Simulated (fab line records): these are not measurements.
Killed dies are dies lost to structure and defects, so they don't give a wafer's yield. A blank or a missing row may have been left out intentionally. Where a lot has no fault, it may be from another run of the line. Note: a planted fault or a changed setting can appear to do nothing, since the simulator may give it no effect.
A struck lot beside a sound one :: flow sky130 :: 24 steps out of a route of 708
Sound: these wafers, L166.1, L166.2, L166.6. Struck: wafer L171.4 (L171.1, L171.6, from the same lot, were not struck and are left out); the cause is given at the end.
Per side, at each step with rows, come the tool, then ch with its chambers, and then its first start. Under that, the readings that differ: sound wafers :: struck wafers :: difference of the means :: sigmas: that difference in standard deviations of wafers without a fault.
alike: readings whose means differ by less than 2 such deviations, and words and numbers that are the same on both sides. not compared: withheld readings, readings that some wafer has no value for, bounds like >300 that may hide the same value, and numbers for which the record gives no deviation and whose values overlap.
Wherever a step has rows on one side only, a row that says differs or no value, or a row with sigmas, the two part there. Numbers that don't overlap but have no deviation are shown without sigmas and don't part them. Lack of a reading on every wafer of one side parts them only where that side has two or more wafers.

SKY_VIA1_CMP_02: polishes SiO2.
  sound on cmp-02 ch 0,1,3, day 34 19:28; struck on cmp-02 ch 1, day 36 09:29
  alike: motor-current-A, slurry-flow-ml-min
SKY_VIA1_BOW_MEAS_03:
  struck on film-metro-01, day 36 09:44; sound on film-metro-01, day 34 19:40
  alike: VIA1_BOW
then, 8 steps without rows for these wafers: SKY_VIA1_DEHYDRATE_04 (time 60 s); SKY_VIA1_HMDS_05 (prime time 60 s); SKY_VIA1_COAT_06 (resist thk 60 nm); SKY_VIA1_COAT_07 (resist thk 450 nm); SKY_VIA1_SOFTBAKE_08 (time 90 s); SKY_VIA1_EXPOSE_09 (exposes mask VIM, target cd 150 nm); SKY_VIA1_PEB_10; SKY_VIA1_DEVELOP_11 (develop time 60 s).
SKY_VIA1_CD_MEAS_12: target cd 150 nm.
  struck on cd-sem-01, day 37 11:55; sound on cd-sem-01, day 35 21:58
  alike: cd-nm
SKY_VIA1_OVL_MEAS_13:
  struck on overlay-01, day 37 12:02; sound on overlay-01, day 35 22:05
  alike: VIA1_OVL
SKY_VIA1_ETCH_14: etches BARC in N2/H2, stops on SiO2, time 45.9 s, target depth 60 nm.
  sound on rie-diel-01 ch 0,2,3, day 35 22:08; struck on rie-diel-02 ch 2, day 37 12:04
reading: oes-product-au (a.u.)
sound: 0.861 0.858 0.850
struck: 1.012
difference: +0.156
sigmas: +32

reading: run-length-s (s)
sound: 73.9 73.5 73.5
struck: 40.7
difference: -32.9
sigmas: -65

reading: model.etch.depth-nm (nm)
sound: 60.31 60.23 60.19
struck: 21.19
difference: -39.05
sigmas: 

reading: model.KrF-thick_of_VIA1_COAT_07.thk-nm (nm)
sound: 390.5 391.3 391.7
struck: 422.6
difference: +31.4
sigmas: 

reading: model.VIA1.cd-nm (nm)
sound: 147.3 148.3 147.7
struck: 144.2
difference: -3.6
sigmas: 
  alike: drypump-motor-current-A, n2-flow-sccm, throttle-valve-pct
  not compared: rf-fwd-power-W, rf-hours-counter-h
SKY_VIA1_ETCH_15: etches SiO2 in C4F8/O2/Ar, stops on TiN, target depth 351 nm, time 54 s.
  sound on rie-diel-01 ch 0,2,3, day 35 22:10; struck on rie-diel-02 ch 2, day 37 12:07
reading: oes-product-au (a.u.)
sound: 0.980 0.976 0.969
struck: 0.377
difference: -0.598
sigmas: -98

reading: model.KrF-thick_of_VIA1_COAT_07.thk-nm (nm)
sound: 321 320.8 321.6
struck: 352.5
difference: +31.4
sigmas: 
  alike: rf-fwd-power-W, run-length-s
  not compared: rf-hours-counter-h
SKY_VIA1_STRIP_16: strips in O2/N2.
  sound on plasma-asher-03 ch 0,1, day 35 22:13; struck on plasma-asher-03 ch 1, day 37 12:10
reading: oes-product-au (a.u.)
sound: 0.414 0.416 0.413
struck: 0.431
difference: +0.017
sigmas: +4

reading: strip-time-to-endpoint-s (s)
sound: 4.441 4.442 4.456
struck: 4.772
difference: +0.326
sigmas: +20
  alike: drypump-motor-current-A, n2-flow-sccm
  not compared: rf-hours-counter-h
then, 3 steps without rows for these wafers: SKY_VIA1_STRIP_17 (strips in post etch residue remover, time 1200 s); SKY_VIA1_CLEAN_18 (cleans in IPA, time 180 s); SKY_VIA1_CLEAN_19 (cleans in O3/DIW).
SKY_VIA1_SPUTTER_20: material TiN, target thk 20 nm, time 80 s.
  struck on pvd-sputter-01, day 37 12:46; sound on pvd-sputter-02, day 35 22:49
  alike: throttle-valve-pct
SKY_VIA1_CVD_21: deposits W, target thk 270 nm, time 80.902 s.
  sound on cvd-w-02 ch 0,1, day 35 22:53; struck on cvd-w-02 ch 1, day 37 12:49
  alike: heater-power-w
SKY_VIA1_CMP_24: polishes, stops on SiO2, t overpolish 15 s, target thk 0 nm.
  sound on cmp-02 ch 0,1, day 35 23:12; struck on cmp-02 ch 1, day 37 13:09
  alike: motor-current-A, slurry-flow-ml-min
SKY_METAL2_SPUTTER_00: material Ti, target thk 15 nm, time 10 s.
  the record has rows for the sound wafers here (pvd-sputter-03, day 35 23:27) and none for the struck ones
SKY_METAL2_SPUTTER_01: material TiN, target thk 20 nm, time 16.7 s.
  the record has rows for the sound wafers here (pvd-sputter-03, day 35 23:28) and none for the struck ones
SKY_METAL2_SPUTTER_02: material AlCu, target thk 250 nm, time 13.3 s.
  the record has rows for the sound wafers here (pvd-sputter-03, day 35 23:30) and none for the struck ones

== WHERE THEY PART ==
Last at SKY_METAL2_SPUTTER_02 as far as this record goes, first at SKY_VIA1_ETCH_14.

WHY: whatever the simulator had introduced
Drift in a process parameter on rie-diel-02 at SKY_VIA1_ETCH_14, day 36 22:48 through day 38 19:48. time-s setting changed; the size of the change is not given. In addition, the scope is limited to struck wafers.
